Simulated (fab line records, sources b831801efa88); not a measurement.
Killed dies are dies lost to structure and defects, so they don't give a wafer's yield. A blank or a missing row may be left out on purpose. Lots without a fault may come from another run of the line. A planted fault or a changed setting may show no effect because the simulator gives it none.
fab line records | flow gf180mcu
record lots=5 wafers=15 last_day=34
route steps=602 shown NWELL@48 LVPWELL@54 MVSD@66 MVPSD@78 VT_IMPLANT@90
lots that met no fault: from a run of the same line without faults
start_h: hours from the record's first day to the start of the lot's first wafer shown | wait_h: hours since the lot's step before | " the same as in the row above | L1.1+2: a row that stands for several wafers | - no value, or no start given | * or withheld: withheld | < > ~ a bound
route shown NAME@n: a module of which the file shows steps, and the number in the route of the first | usual: mean/standard deviation of fault-free wafers | same: alike in all rows | chamber/n: place in a boat | sites: the reading at each site | _std_site: their standard deviation | _edge_site: outer sites' mean less inner sites' | radius_mm: how far each site lies from the wafer's centre | mask NAME#n: copy n | behind: the tool/chamber that last shaped the wafer | hold: why the lot was held/for how many hours/how that ended | device: the transistor (n, p or np) that didn't switch | end of line: the same wafers' tests at the end of the route | a step without rows: its recipe alone | killed: dies lost to structure and defects at the first sort, not the wafer's yield | map: a wafer's dies, x killed, . not, _ none there
set.NAME: the setting as run; set.NAME@STEP: as run at that earlier step | model.NAME: the simulator's own value behind a step, which no gauge read
lots at some steps of the route; a table a step, a row a wafer
services: from which hour (start_h, from the record's first day; less than 0 if before it) a tool's chamber was out of use, for how many hours, and why
## steps
# step GF_NWELL_DEVELOP_06
# recipe wall_angle_deg=90 develop_time_s=60 dev_temp_c=23
# columns lot.wafer tool chamber start_h wait_h
L075.3+5+6 litho_track-02 0 - -
L078.2+3+6 litho_track-04 0 - -
L081.3+5+6 litho_track-02 0 - -
L088.1+2+3 litho_track-02 0 - -
L094.1+2+6 litho_track-04 0 - -
# step GF_NWELL_OVL_MEAS_07
# usual NWELL_OVL=0.5/1.3
# columns lot.wafer tool chamber start_h wait_h NWELL_OVL[nm]
L075.3 overlay-01 - 61.64 - 1.7
L075.5 " - " " 1.8
L075.6 " - " " 2.6
L078.2 overlay-01 - 76.76 - 1.2
L078.3 " - " " 2.7
L078.6 " - " " 2.4
L081.3 overlay-01 - 94.94 - 1.6
L081.5 " - " " -1.8
L081.6 " - " " 0.8
L088.1 overlay-01 - 129.48 - 0.0
L088.2 " - " " 0.8
L088.3 " - " " 2.3
L094.1 overlay-02 - 166.75 - 0.1
L094.2 " - " " -0.6
L094.6 " - " " 0.5
# step GF_NWELL_IMPLANT_08
# recipe species=P energy_kev=450 dose_cm2=1.5e+13 tilt_deg=0
# usual beam_energy_keV=449.99/0.14
# columns lot.wafer tool chamber start_h wait_h beam_energy_keV
L075.3 implanter-01 0 61.72 0.1 449.95
L075.5 " 0 " " 449.90
L075.6 " 0 " " 449.95
L078.2 implanter-04 0 76.81 0.0 449.83
L078.3 " 0 " " 450.00
L078.6 " 0 " " 450.09
L081.3 implanter-04 0 95.02 0.1 449.92
L081.5 " 0 " " 450.03
L081.6 " 0 " " 450.12
L088.1 implanter-01 0 129.52 0.0 450.14
L088.2 " 0 " " 449.97
L088.3 " 0 " " 450.02
L094.1 implanter-01 0 166.78 0.0 450.16
L094.2 " 0 " " 450.05
L094.6 " 0 " " 450.15
# step GF_NWELL_IMPLANT_09
# recipe species=P energy_kev=160 dose_cm2=4e+12 tilt_deg=0
# usual beam_energy_keV=160.00/0.046
# columns lot.wafer tool chamber start_h wait_h beam_energy_keV
L075.3 implanter-01 0 61.87 0.1 160.03
L075.5 " 0 " " 160.00
L075.6 " 0 " " 160.01
L078.2 implanter-04 0 76.96 0.1 160.05
L078.3 " 0 " " 160.07
L078.6 " 0 " " 159.95
L081.3 implanter-04 0 95.17 0.1 160.01
L081.5 " 0 " " 160.04
L081.6 " 0 " " 160.01
L088.1 implanter-01 0 129.67 0.1 159.94
L088.2 " 0 " " 159.97
L088.3 " 0 " " 159.95
L094.1 implanter-01 0 166.93 0.1 159.99
L094.2 " 0 " " 159.95
L094.6 " 0 " " 159.98
# step GF_NWELL_STRIP_10
# recipe chemistry=O2/N2 power_w=1400 pressure_mtorr=1500 platen_temp_c=250 o2_flow_sccm=3000 n2_flow_sccm=300 overash_fraction=0.5
# usual drypump_motor_current_A=5.92/0.29 heater_power_w=325/31 oes_product_au=0.722/0.0046 strip_time_to_endpoint_s=36.99/0.099
# columns lot.wafer tool chamber start_h wait_h drypump_motor_current_A heater_power_w oes_product_au rf_hours_counter_h strip_time_to_endpoint_s
L075.3 plasma_asher-02 0 62.00 0.1 6.20 373 0.712 - 37.00
L075.5 " 0 " " 6.23 374 0.721 - 37.07
L075.6 " 1 " " 6.09 313 0.713 - 37.01
L078.2 plasma_asher-03 0 77.09 0.1 5.98 351 0.725 43 37.24
L078.3 " 0 " " 5.99 362 0.725 - 37.15
L078.6 " 0 " " 6.00 350 0.724 - 37.18
L081.3 plasma_asher-02 1 95.30 0.1 6.07 311 0.720 - 36.93
L081.5 " 0 " " 6.22 372 0.726 - 36.86
L081.6 " 1 " " 6.05 314 0.723 - 36.89
L088.1 plasma_asher-04 0 129.82 0.1 5.35 318 0.719 47 37.10
L088.2 " 1 " " 5.80 269 0.721 47 37.07
L088.3 " 1 " " 5.78 271 0.722 - 37.05
L094.1 plasma_asher-02 0 167.08 0.1 6.25 366 0.723 38 36.93
L094.2 " 1 " " 6.08 324 0.725 38 36.91
L094.6 " 0 " " 6.28 368 0.724 - 36.97
# step GF_NWELL_TW_MEAS_11
# usual NWELL_TW=1568/19
# columns lot.wafer tool chamber start_h wait_h NWELL_TW
L075.3 film_metro-04 - 62.09 0.1 1580
L075.5 " - " " 1581
L075.6 " - " " 1586
L078.2 film_metro-03 - 77.20 0.1 1574
L078.3 " - " " 1581
L078.6 " - " " 1575
L081.3 film_metro-01 - 95.39 0.1 1551
L081.5 " - " " 1550
L081.6 " - " " 1550
L088.1 film_metro-04 - 129.92 0.1 1578
L088.2 " - " " 1578
L088.3 " - " " 1579
L094.1 film_metro-01 - 167.18 0.1 1538
L094.2 " - " " 1545
L094.6 " - " " 1531
# step GF_LVPWELL_DEHYDRATE_00
# recipe temp_c=200 time_s=60
# columns lot.wafer tool chamber start_h wait_h
L075.3+5+6 litho_track-02 0 68.13 6.0
L078.2+3+6 litho_track-01 0 83.18 6.0
L081.3+5+6 litho_track-04 0 102.10 6.7
L088.1+2+3 litho_track-02 0 136.98 7.1
L094.1+2+6 litho_track-01 0 174.66 7.5
# step GF_LVPWELL_HMDS_01
# recipe prime_time_s=60 prime_temp_c=120
# columns lot.wafer tool chamber start_h wait_h
L075.3+5+6 litho_track-02 0 68.28 0.1
L078.2+3+6 litho_track-01 0 83.33 0.1
L081.3+5+6 litho_track-04 0 102.25 0.1
L088.1+2+3 litho_track-02 0 137.13 0.1
L094.1+2+6 litho_track-01 0 174.81 0.1
# step GF_LVPWELL_COAT_02
# recipe spin_rpm=2000 resist_thk_nm=3000
# columns lot.wafer tool chamber start_h wait_h
L075.3+5+6 litho_track-02 0 68.43 0.1
L078.2+3+6 litho_track-01 0 83.48 0.1
L081.3+5+6 litho_track-04 0 102.40 0.1
L088.1+2+3 litho_track-02 0 137.28 0.1
L094.1+2+6 litho_track-01 0 174.96 0.1
# step GF_LVPWELL_SOFTBAKE_03
# recipe temp_c=110 time_s=withheld
# columns lot.wafer tool chamber start_h wait_h
L075.3+5+6 litho_track-02 0 68.60 0.1
L078.2+3+6 litho_track-01 0 83.64 0.1
L081.3+5+6 litho_track-04 0 102.57 0.1
L088.1+2+3 litho_track-02 0 137.43 0.1
L094.1+2+6 litho_track-01 0 175.11 0.1
# step GF_LVPWELL_EXPOSE_04
# recipe mask_id=LVPWELL target_cd_nm=600 na=0.6 source_shape=conventional sigma_outer=0.6 dose_mj=260
# columns lot.wafer tool chamber start_h wait_h mask
L075.3+5+6 iline_stepper-02 0 - - LVPWELL#0
L078.2+3+6 iline_stepper-01 0 - - LVPWELL#0
L081.3+5+6 iline_stepper-01 0 - - LVPWELL#0
L088.1+2+3 iline_stepper-02 0 - - LVPWELL#0
L094.1+2+6 iline_stepper-02 0 - - LVPWELL#0
# step GF_LVPWELL_PEB_05
# recipe temp_c=115 time_s=withheld
# columns lot.wafer tool chamber start_h wait_h
L075.3+5+6 litho_track-01 0 - -
L078.2+3+6 litho_track-01 0 - -
L081.3+5+6 litho_track-02 0 - -
L088.1+2+3 litho_track-02 0 - -
L094.1+2+6 litho_track-01 0 - -
# step GF_LVPWELL_DEVELOP_06
# recipe wall_angle_deg=90 develop_time_s=60 dev_temp_c=23
# columns lot.wafer tool chamber start_h wait_h
L075.3+5+6 litho_track-01 0 - -
L078.2+3+6 litho_track-01 0 - -
L081.3+5+6 litho_track-02 0 - -
L088.1+2+3 litho_track-02 0 - -
L094.1+2+6 litho_track-01 0 - -
# step GF_LVPWELL_OVL_MEAS_07
# usual LVPWELL_OVL=-0.9/1.7
# columns lot.wafer tool chamber start_h wait_h LVPWELL_OVL[nm]
L075.3 overlay-01 - 75.52 - -0.4
L075.5 " - " " 0.8
L075.6 " - " " -0.1
L078.2 overlay-01 - 90.81 - -1.4
L078.3 " - " " -3.0
L078.6 " - " " -3.5
L081.3 overlay-02 - 109.84 - -1.3
L081.5 " - " " -0.2
L081.6 " - " " -1.1
L088.1 overlay-02 - 145.48 - -1.8
L088.2 " - " " 0.1
L088.3 " - " " -3.2
L094.1 overlay-01 - 184.16 - -2.9
L094.2 " - " " -2.7
L094.6 " - " " -3.3
# step GF_LVPWELL_IMPLANT_08
# recipe species=B energy_kev=170 dose_cm2=1.5e+13 tilt_deg=0
# usual beam_energy_keV=170.00/0.053
# columns lot.wafer tool chamber start_h wait_h beam_energy_keV
L075.3 implanter-03 0 75.59 0.1 170.03
L075.5 " 0 " " 170.06
L075.6 " 0 " " 170.09
L078.2 implanter-04 0 90.87 0.0 169.97
L078.3 " 0 " " 170.08
L078.6 " 0 " " 170.03
L081.3 implanter-02 0 109.92 0.1 169.99
L081.5 " 0 " " 169.98
L081.6 " 0 " " 170.01
L088.1 implanter-02 0 145.52 0.0 169.94
L088.2 " 0 " " 169.97
L088.3 " 0 " " 169.95
L094.1 implanter-02 0 184.19 0.0 170.06
L094.2 " 0 " " 170.07
L094.6 " 0 " " 170.09
# step GF_LVPWELL_IMPLANT_09
# recipe species=B energy_kev=60 dose_cm2=5e+12 tilt_deg=0
# usual beam_energy_keV=59.996/0.022
# columns lot.wafer tool chamber start_h wait_h beam_energy_keV
L075.3 implanter-03 0 75.74 0.1 60.021
L075.5 " 0 " " 59.967
L075.6 " 0 " " 59.999
L078.2 implanter-04 0 91.02 0.1 60.004
L078.3 " 0 " " 59.996
L078.6 " 0 " " 60.021
L081.3 implanter-02 0 110.07 0.1 60.042
L081.5 " 0 " " 60.035
L081.6 " 0 " " 60.001
L088.1 implanter-02 0 145.67 0.1 59.994
L088.2 " 0 " " 60.008
L088.3 " 0 " " 60.013
L094.1 implanter-02 0 184.34 0.1 59.989
L094.2 " 0 " " 59.994
L094.6 " 0 " " 60.004
# step GF_LVPWELL_STRIP_10
# recipe chemistry=O2/N2 power_w=1400 pressure_mtorr=1500 platen_temp_c=250 o2_flow_sccm=3000 n2_flow_sccm=300 overash_fraction=0.5
# usual drypump_motor_current_A=6.1/0.45 heater_power_w=317/31 oes_product_au=0.722/0.005 strip_time_to_endpoint_s=36.98/0.12
# columns lot.wafer tool chamber start_h wait_h drypump_motor_current_A heater_power_w oes_product_au rf_hours_counter_h strip_time_to_endpoint_s
L075.3 plasma_asher-02 1 75.88 0.1 6.0 315 0.708 - 36.97
L075.5 " 0 " " 6.2 379 0.721 - 37.01
L075.6 " 1 " " 6.0 312 0.732 - 37.13
L078.2 plasma_asher-01 1 91.14 0.1 6.6 289 0.725 41 36.82
L078.3 " 0 " " 6.8 313 0.716 - 36.88
L078.6 " 1 " " 6.6 286 0.718 - 36.85
L081.3 plasma_asher-04 1 110.20 0.1 5.8 275 0.715 - 36.95
L081.5 " 0 " " 5.3 328 0.728 - 36.81
L081.6 " 1 " " 5.8 269 0.721 - 36.89
L088.1 plasma_asher-02 1 145.82 0.1 6.1 323 0.726 36 37.08
L088.2 " 0 " " 6.2 370 0.715 36 36.96
L088.3 " 1 " " 6.0 318 0.723 - 37.06
L094.1 plasma_asher-04 1 184.49 0.1 5.8 267 0.724 52 36.94
L094.2 " 0 " " 5.4 336 0.730 52 36.98
L094.6 " 1 " " 5.8 260 0.726 - 37.06
# step GF_LVPWELL_TW_MEAS_11
# usual LVPWELL_TW=558/6.1
# columns lot.wafer tool chamber start_h wait_h LVPWELL_TW
L075.3 film_metro-04 - 75.96 0.1 567
L075.5 " - " " 563
L075.6 " - " " 566
L078.2 film_metro-03 - 91.25 0.1 557
L078.3 " - " " 557
L078.6 " - " " 558
L081.3 film_metro-04 - 110.29 0.1 566
L081.5 " - " " 569
L081.6 " - " " 565
L088.1 film_metro-01 - 145.92 0.1 551
L088.2 " - " " 550
L088.3 " - " " 553
L094.1 film_metro-03 - 184.59 0.1 558
L094.2 " - " " 562
L094.6 " - " " 557
# step GF_MVSD_DEHYDRATE_00
# recipe temp_c=200 time_s=60
# columns lot.wafer tool chamber start_h wait_h
L075.3+5+6 litho_track-03 0 82.14 6.2
L078.2+3+6 litho_track-01 0 97.43 6.2
L081.3+5+6 litho_track-01 0 116.56 6.3
L088.1+2+3 litho_track-01 0 153.36 7.4
L094.1+2+6 litho_track-01 0 192.61 8.0
# step GF_MVSD_HMDS_01
# recipe prime_time_s=60 prime_temp_c=120
# columns lot.wafer tool chamber start_h wait_h
L075.3+5+6 litho_track-03 0 82.29 0.1
L078.2+3+6 litho_track-01 0 97.58 0.1
L081.3+5+6 litho_track-01 0 116.71 0.1
L088.1+2+3 litho_track-01 0 153.51 0.1
L094.1+2+6 litho_track-01 0 192.76 0.1
# step GF_MVSD_COAT_02
# recipe spin_rpm=2000 resist_thk_nm=3000
# columns lot.wafer tool chamber start_h wait_h
L075.3+5+6 litho_track-03 0 82.44 0.1
L078.2+3+6 litho_track-01 0 97.73 0.1
L081.3+5+6 litho_track-01 0 116.86 0.1
L088.1+2+3 litho_track-01 0 153.66 0.1
L094.1+2+6 litho_track-01 0 192.91 0.1
# step GF_MVSD_SOFTBAKE_03
# recipe temp_c=110 time_s=withheld
# columns lot.wafer tool chamber start_h wait_h
L075.3+5+6 litho_track-03 0 82.61 0.1
L078.2+3+6 litho_track-01 0 97.89 0.1
L081.3+5+6 litho_track-01 0 117.02 0.1
L088.1+2+3 litho_track-01 0 153.81 0.1
L094.1+2+6 litho_track-01 0 193.06 0.1
# step GF_MVSD_EXPOSE_04
# recipe mask_id=MVSD target_cd_nm=1000 na=0.6 source_shape=conventional sigma_outer=0.6 dose_mj=260
# columns lot.wafer tool chamber start_h wait_h mask
L075.3+5+6 iline_stepper-01 0 - - MVSD#0
L078.2+3+6 iline_stepper-02 0 - - MVSD#0
L081.3+5+6 iline_stepper-02 0 - - MVSD#0
L088.1+2+3 iline_stepper-02 0 - - MVSD#0
L094.1+2+6 iline_stepper-02 0 - - MVSD#0
# step GF_MVSD_PEB_05
# recipe temp_c=115 time_s=withheld
# columns lot.wafer tool chamber start_h wait_h
L075.3+5+6 litho_track-02 0 - -
L078.2+3+6 litho_track-03 0 - -
L081.3+5+6 litho_track-02 0 - -
L088.1+2+3 litho_track-01 0 - -
L094.1+2+6 litho_track-01 0 - -
# step GF_MVSD_DEVELOP_06
# recipe wall_angle_deg=90 develop_time_s=60 dev_temp_c=23
# columns lot.wafer tool chamber start_h wait_h
L075.3+5+6 litho_track-02 0 - -
L078.2+3+6 litho_track-03 0 - -
L081.3+5+6 litho_track-02 0 - -
L088.1+2+3 litho_track-01 0 - -
L094.1+2+6 litho_track-01 0 - -
# step GF_MVSD_OVL_MEAS_07
# usual MVSD_OVL=-0.1/1.5
# columns lot.wafer tool chamber start_h wait_h MVSD_OVL[nm]
L075.3 overlay-02 - 88.99 - 1.3
L075.5 " - " " -1.7
L075.6 " - " " -2.4
L078.2 overlay-02 - 105.25 - 2.0
L078.3 " - " " 1.1
L078.6 " - " " 1.5
L081.3 overlay-01 - 124.99 - -0.8
L081.5 " - " " 0.7
L081.6 " - " " 0.5
L088.1 overlay-02 - 161.51 - 0.3
L088.2 " - " " 1.0
L088.3 " - " " 1.9
L094.1 overlay-02 - 201.31 - 2.2
L094.2 " - " " -0.6
L094.6 " - " " 0.6
# step GF_MVSD_IMPLANT_08
# recipe species=P energy_kev=400 dose_cm2=1.6e+13 tilt_deg=0
# usual beam_energy_keV=400.00/0.12
# columns lot.wafer tool chamber start_h wait_h beam_energy_keV
L075.3 implanter-01 0 89.07 0.1 400.07
L075.5 " 0 " " 400.01
L075.6 " 0 " " 400.10
L078.2 implanter-01 0 105.30 0.0 399.94
L078.3 " 0 " " 400.04
L078.6 " 0 " " 400.05
L081.3 implanter-01 0 125.07 0.1 400.09
L081.5 " 0 " " 400.02
L081.6 " 0 " " 400.22
L088.1 implanter-02 0 161.54 0.0 400.00
L088.2 " 0 " " 399.95
L088.3 " 0 " " 399.96
L094.1 implanter-03 0 201.34 0.0 399.91
L094.2 " 0 " " 400.07
L094.6 " 0 " " 400.11
# step GF_MVSD_IMPLANT_09
# recipe species=P energy_kev=100 dose_cm2=5e+12 tilt_deg=0
# usual beam_energy_keV=99.999/0.03
# columns lot.wafer tool chamber start_h wait_h beam_energy_keV
L075.3 implanter-01 0 89.22 0.1 99.967
L075.5 " 0 " " 99.946
L075.6 " 0 " " 99.958
L078.2 implanter-01 0 105.45 0.1 100.02
L078.3 " 0 " " 99.984
L078.6 " 0 " " 100.07
L081.3 implanter-01 0 125.22 0.1 99.950
L081.5 " 0 " " 99.992
L081.6 " 0 " " 99.992
L088.1 implanter-02 0 161.69 0.1 100.03
L088.2 " 0 " " 100.02
L088.3 " 0 " " 100.01
L094.1 implanter-03 0 201.49 0.1 99.997
L094.2 " 0 " " 100.03
L094.6 " 0 " " 100.01
# step GF_MVSD_STRIP_10
# recipe chemistry=O2/N2 power_w=1400 pressure_mtorr=1500 platen_temp_c=250 o2_flow_sccm=3000 n2_flow_sccm=300 overash_fraction=0.5
# usual drypump_motor_current_A=6.25/0.27 heater_power_w=329/25 oes_product_au=0.722/0.0045 strip_time_to_endpoint_s=36.97/0.11
# columns lot.wafer tool chamber start_h wait_h drypump_motor_current_A heater_power_w oes_product_au rf_hours_counter_h strip_time_to_endpoint_s
L075.3 plasma_asher-03 0 89.35 0.1 5.99 341 0.724 - 37.11
L075.5 " 1 " " 6.09 322 0.720 - 37.17
L075.6 " 0 " " 5.96 341 0.719 - 37.10
L078.2 plasma_asher-01 0 105.58 0.1 6.71 324 0.719 42 36.90
L078.3 " 0 " " 6.72 319 0.728 - 36.89
L078.6 " 1 " " 6.59 288 0.722 - 36.97
L081.3 plasma_asher-03 0 125.35 0.1 5.97 353 0.718 - 37.08
L081.5 " 1 " " 6.11 329 0.723 - 37.07
L081.6 " 0 " " 5.94 352 0.722 - 37.11
L088.1 plasma_asher-03 1 161.84 0.1 6.12 328 0.718 53 36.92
L088.2 " 0 " " 5.96 352 0.726 53 36.89
L088.3 " 1 " " 6.13 315 0.719 - 36.90
L094.1 plasma_asher-01 1 201.64 0.1 6.62 303 0.725 8 36.81
L094.2 " 0 " " 6.75 310 0.722 8 36.95
L094.6 " 0 " " 6.70 304 0.725 - 36.93
# step GF_MVSD_TW_MEAS_11
# usual MVSD_TW=1569/17
# columns lot.wafer tool chamber start_h wait_h MVSD_TW
L075.3 film_metro-04 - 89.44 0.1 1590
L075.5 " - " " 1590
L075.6 " - " " 1585
L078.2 film_metro-01 - 105.69 0.1 1559
L078.3 " - " " 1554
L078.6 " - " " 1550
L081.3 film_metro-01 - 125.44 0.1 1550
L081.5 " - " " 1540
L081.6 " - " " 1541
L088.1 film_metro-04 - 161.94 0.1 1594
L088.2 " - " " 1590
L088.3 " - " " 1591
L094.1 film_metro-03 - 201.74 0.1 1568
L094.2 " - " " 1563
L094.6 " - " " 1568
# step GF_MVPSD_DEHYDRATE_00
# recipe temp_c=200 time_s=60
# columns lot.wafer tool chamber start_h wait_h
L075.3+5+6 litho_track-03 0 95.44 6.0
L078.2+3+6 litho_track-03 0 112.62 6.9
L081.3+5+6 litho_track-04 0 132.10 6.7
L088.1+2+3 litho_track-03 0 169.64 7.7
L094.1+2+6 litho_track-01 0 209.91 8.2
# step GF_MVPSD_HMDS_01
# recipe prime_time_s=60 prime_temp_c=120
# columns lot.wafer tool chamber start_h wait_h
L075.3+5+6 litho_track-03 0 95.59 0.1
L078.2+3+6 litho_track-03 0 112.77 0.1
L081.3+5+6 litho_track-04 0 132.25 0.1
L088.1+2+3 litho_track-03 0 169.79 0.1
L094.1+2+6 litho_track-01 0 210.06 0.1
# step GF_MVPSD_COAT_02
# recipe spin_rpm=2000 resist_thk_nm=3000
# columns lot.wafer tool chamber start_h wait_h
L075.3+5+6 litho_track-03 0 95.74 0.1
L078.2+3+6 litho_track-03 0 112.92 0.1
L081.3+5+6 litho_track-04 0 132.40 0.1
L088.1+2+3 litho_track-03 0 169.94 0.1
L094.1+2+6 litho_track-01 0 210.21 0.1
# step GF_MVPSD_SOFTBAKE_03
# recipe temp_c=110 time_s=withheld
# columns lot.wafer tool chamber start_h wait_h
L075.3+5+6 litho_track-03 0 95.91 0.1
L078.2+3+6 litho_track-03 0 113.07 0.1
L081.3+5+6 litho_track-04 0 132.57 0.1
L088.1+2+3 litho_track-03 0 170.09 0.1
L094.1+2+6 litho_track-01 0 210.36 0.1
# step GF_MVPSD_EXPOSE_04
# recipe mask_id=MVPSD target_cd_nm=1000 na=0.6 source_shape=conventional sigma_outer=0.6 dose_mj=260
# columns lot.wafer tool chamber start_h wait_h mask
L075.3+5+6 iline_stepper-02 0 - - MVPSD#0
L078.2+3+6 iline_stepper-02 0 - - MVPSD#0
L081.3+5+6 iline_stepper-02 0 - - MVPSD#0
L088.1+2+3 iline_stepper-02 0 - - MVPSD#0
L094.1+2+6 iline_stepper-01 0 - - MVPSD#0
# step GF_MVPSD_PEB_05
# recipe temp_c=115 time_s=withheld
# columns lot.wafer tool chamber start_h wait_h
L075.3+5+6 litho_track-03 0 - -
L078.2+3+6 litho_track-01 0 - -
L081.3+5+6 litho_track-04 0 - -
L088.1+2+3 litho_track-04 0 - -
L094.1+2+6 litho_track-04 0 - -
# step GF_MVPSD_DEVELOP_06
# recipe wall_angle_deg=90 develop_time_s=60 dev_temp_c=23
# columns lot.wafer tool chamber start_h wait_h
L075.3+5+6 litho_track-03 0 - -
L078.2+3+6 litho_track-01 0 - -
L081.3+5+6 litho_track-04 0 - -
L088.1+2+3 litho_track-04 0 - -
L094.1+2+6 litho_track-04 0 - -
# step GF_MVPSD_OVL_MEAS_07
# usual MVPSD_OVL=0.2/1.3
# columns lot.wafer tool chamber start_h wait_h MVPSD_OVL[nm]
L075.3 overlay-01 - 102.75 - 3.0
L075.5 " - " " 0.4
L075.6 " - " " -0.9
L078.2 overlay-01 - 119.96 - 0.8
L078.3 " - " " 2.8
L078.6 " - " " 1.3
L081.3 overlay-02 - 140.31 - -0.5
L081.5 " - " " -1.3
L081.6 " - " " -0.9
L088.1 overlay-02 - 178.15 - -2.3
L088.2 " - " " -1.3
L088.3 " - " " 1.1
L094.1 overlay-02 - 219.40 - 0.8
L094.2 " - " " 0.7
L094.6 " - " " -1.1
# step GF_MVPSD_IMPLANT_08
# recipe species=B energy_kev=170 dose_cm2=1.5e+13 tilt_deg=0
# usual beam_energy_keV=169.99/0.06
# columns lot.wafer tool chamber start_h wait_h beam_energy_keV
L075.3 implanter-02 0 102.83 0.1 169.93
L075.5 " 0 " " 170.03
L075.6 " 0 " " 169.96
L078.2 implanter-01 0 120.02 0.0 170.10
L078.3 " 0 " " 170.12
L078.6 " 0 " " 170.10
L081.3 implanter-02 0 140.38 0.1 169.97
L081.5 " 0 " " 169.93
L081.6 " 0 " " 169.91
L088.1 implanter-02 0 178.18 0.0 170.01
L088.2 " 0 " " 170.02
L088.3 " 0 " " 169.98
L094.1 implanter-01 0 219.43 0.0 169.98
L094.2 " 0 " " 169.95
L094.6 " 0 " " 169.99
# step GF_MVPSD_IMPLANT_09
# recipe species=B energy_kev=40 dose_cm2=5e+12 tilt_deg=0
# usual beam_energy_keV=39.996/0.013
# columns lot.wafer tool chamber start_h wait_h beam_energy_keV
L075.3 implanter-02 0 102.98 0.1 40.006
L075.5 " 0 " " 40.005
L075.6 " 0 " " 39.993
L078.2 implanter-01 0 120.17 0.1 39.975
L078.3 " 0 " " 39.977
L078.6 " 0 " " 39.980
L081.3 implanter-02 0 140.53 0.1 40.013
L081.5 " 0 " " 40.008
L081.6 " 0 " " 40.010
L088.1 implanter-02 0 178.33 0.1 40.001
L088.2 " 0 " " 39.972
L088.3 " 0 " " 39.987
L094.1 implanter-01 0 219.58 0.1 40.022
L094.2 " 0 " " 40.016
L094.6 " 0 " " 39.981
# step GF_MVPSD_STRIP_10
# recipe chemistry=O2/N2 power_w=1400 pressure_mtorr=1500 platen_temp_c=250 o2_flow_sccm=3000 n2_flow_sccm=300 overash_fraction=0.5
# usual drypump_motor_current_A=6.1/0.47 heater_power_w=313/25 oes_product_au=0.723/0.004 strip_time_to_endpoint_s=36.98/0.085
# columns lot.wafer tool chamber start_h wait_h drypump_motor_current_A heater_power_w oes_product_au rf_hours_counter_h strip_time_to_endpoint_s
L075.3 plasma_asher-03 0 103.11 0.1 6.0 351 0.725 - 36.98
L075.5 " 1 " " 6.1 314 0.715 - 37.10
L075.6 " 0 " " 6.0 339 0.727 - 37.12
L078.2 plasma_asher-04 0 120.29 0.1 5.3 323 0.715 46 37.05
L078.3 " 1 " " 5.8 265 0.721 - 37.04
L078.6 " 0 " " 5.3 332 0.724 - 37.10
L081.3 plasma_asher-03 0 140.67 0.1 6.0 340 0.717 - 37.02
L081.5 " 1 " " 6.1 315 0.728 - 37.00
L081.6 " 0 " " 6.0 350 0.725 - 37.04
L088.1 plasma_asher-03 1 178.48 0.1 6.2 325 0.723 55 36.99
L088.2 " 0 " " 6.0 353 0.725 55 37.08
L088.3 " 0 " " 6.0 349 0.728 - 36.98
L094.1 plasma_asher-04 1 219.73 0.1 5.8 265 0.724 56 36.89
L094.2 " 0 " " 5.4 321 0.721 56 36.87
L094.6 " 0 " " 5.3 325 0.715 - 36.94
# step GF_MVPSD_TW_MEAS_11
# usual MVPSD_TW=552/6.1
# columns lot.wafer tool chamber start_h wait_h MVPSD_TW
L075.3 film_metro-04 - 103.20 0.1 558
L075.5 " - " " 559
L075.6 " - " " 556
L078.2 film_metro-01 - 120.40 0.1 543
L078.3 " - " " 543
L078.6 " - " " 540
L081.3 film_metro-03 - 140.75 0.1 548
L081.5 " - " " 550
L081.6 " - " " 550
L088.1 film_metro-03 - 178.58 0.1 552
L088.2 " - " " 549
L088.3 " - " " 548
L094.1 film_metro-01 - 219.83 0.1 544
L094.2 " - " " 544
L094.6 " - " " 542
# step GF_VT_IMPLANT_DEHYDRATE_00
# recipe temp_c=200 time_s=60
# columns lot.wafer tool chamber start_h wait_h
L075.3+5+6 litho_track-04 0 109.80 6.6
L078.2+3+6 litho_track-02 0 127.16 6.7
L081.3+5+6 litho_track-02 0 147.73 7.0
L088.1+2+3 litho_track-04 0 186.55 8.0
L094.1+2+6 litho_track-04 0 228.60 8.8
# step GF_VT_IMPLANT_HMDS_01
# recipe prime_time_s=60 prime_temp_c=120
# columns lot.wafer tool chamber start_h wait_h
L075.3+5+6 litho_track-04 0 109.95 0.1
L078.2+3+6 litho_track-02 0 127.31 0.1
L081.3+5+6 litho_track-02 0 147.88 0.1
L088.1+2+3 litho_track-04 0 186.70 0.1
L094.1+2+6 litho_track-04 0 228.75 0.1
# step GF_VT_IMPLANT_COAT_02
# recipe resist=NOVOLAK spin_rpm=3000 resist_thk_nm=1000
# columns lot.wafer tool chamber start_h wait_h
L075.3+5+6 litho_track-04 0 110.10 0.1
L078.2+3+6 litho_track-02 0 127.46 0.1
L081.3+5+6 litho_track-02 0 148.03 0.1
L088.1+2+3 litho_track-04 0 186.85 0.1
L094.1+2+6 litho_track-04 0 228.90 0.1
# step GF_VT_IMPLANT_SOFTBAKE_03
# recipe temp_c=90 time_s=60 resist=NOVOLAK
# columns lot.wafer tool chamber start_h wait_h
L075.3+5+6 litho_track-04 0 110.25 0.1
L078.2+3+6 litho_track-02 0 127.61 0.1
L081.3+5+6 litho_track-02 0 148.18 0.1
L088.1+2+3 litho_track-04 0 187.00 0.1
L094.1+2+6 litho_track-04 0 229.05 0.1
# step GF_VT_IMPLANT_EXPOSE_04
# recipe mask_id=LVPWELL_LV_AREA target_cd_nm=600 na=0.6 source_shape=conventional sigma_outer=0.6 dose_mj=140
# columns lot.wafer tool chamber start_h wait_h mask
L075.3+5+6 iline_stepper-02 0 - - LVPWELL_LV_AREA#0
L078.2+3+6 iline_stepper-02 0 - - LVPWELL_LV_AREA#0
L081.3+5+6 iline_stepper-01 0 - - LVPWELL_LV_AREA#0
L088.1+2+3 iline_stepper-01 0 - - LVPWELL_LV_AREA#0
L094.1+2+6 iline_stepper-01 0 - - LVPWELL_LV_AREA#0
## services
# columns tool chamber start_h hours kind
implanter-03 - 57.18 1.0 repair
implanter-04 - 64.98 1.4 repair
implanter-01 - 68.83 1.5 repair
implanter-04 - 97.59 3.7 pm
plasma_asher-01 - 108.75 9.0 pm
plasma_asher-01 0 108.75 9.0 vent_cycle
plasma_asher-01 1 108.75 9.0 vent_cycle
plasma_asher-01 0 117.75 - clean
plasma_asher-01 1 117.75 - clean
plasma_asher-02 - 120.37 2.3 repair
implanter-02 - 121.75 5.4 repair
plasma_asher-04 - 127.57 2.1 repair
plasma_asher-01 - 129.52 0.8 repair
iline_stepper-02 - 133.23 1.7 pm
iline_stepper-02 0 139.40 - calibration
plasma_asher-04 - 168.42 3.3 repair
iline_stepper-01 - 169.74 1.7 pm
implanter-01 - 186.57 3.5 repair
iline_stepper-01 0 204.89 - calibration
plasma_asher-01 - 205.24 8.2 repair
implanter-04 - 224.71 0.9 repair
implanter-02 - 227.07 7.6 pm
## key
fault none
